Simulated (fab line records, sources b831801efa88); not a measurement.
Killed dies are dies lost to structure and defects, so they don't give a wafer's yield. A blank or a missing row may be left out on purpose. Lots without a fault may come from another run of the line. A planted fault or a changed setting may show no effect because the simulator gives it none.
Chamber matching | flow gf180mcu | GF_V4_CMP_26 on cmp-02: 4 sister chambers
The step polishes, stops on SiO2, t overpolish 15 s, target thk 0 nm. 4 wafers are shown with their chamber, then 6 later ones without.

WAFERS WITH THEIR CHAMBER
wafer  | chamber | motor_current_A (A)
L305.2 | 0       | 9.6
L309.2 | 1       | 12.3
L309.4 | 3       | 10.0
L309.6 | 2       | 11.3

WAFERS WITHOUT THEIR CHAMBER
wafer  | motor_current_A (A)
L318.3 | 10.7
L318.4 | 9.6
L318.5 | 12.3
L321.2 | 10.2
L321.3 | 9.9
L321.5 | 10.1

WHICH CHAMBER EACH WENT THROUGH
wafer  | from the rows above          | in truth
L318.3 | can't be placed: 2 or 3 or 0 | 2
L318.4 | can't be placed: 0 or 3      | 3
L318.5 | 1                            | 1
L321.2 | can't be placed: 3 or 0      | 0
L321.3 | can't be placed: 3 or 0      | 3
L321.5 | can't be placed: 3 or 0      | 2
Placed correctly: 1 of 6. Can't be placed from these rows: 5 (the true chamber is among the candidates in 4). Placed wrongly: 0.
How it was worked out, from the rows above alone: a wafer's distance from a chamber is the root of the sum, over the readings, of the square of ((its reading less the chamber's mean) divided by the reading's scatter). The wafer belongs to the nearest chamber; if the next one is less than 2 further off, it can't be placed. A chamber's mean is the mean of its shown wafers. The scatter: with one shown wafer a chamber, the root of the mean of the squares of how far each hidden wafer lies from its nearest shown one.
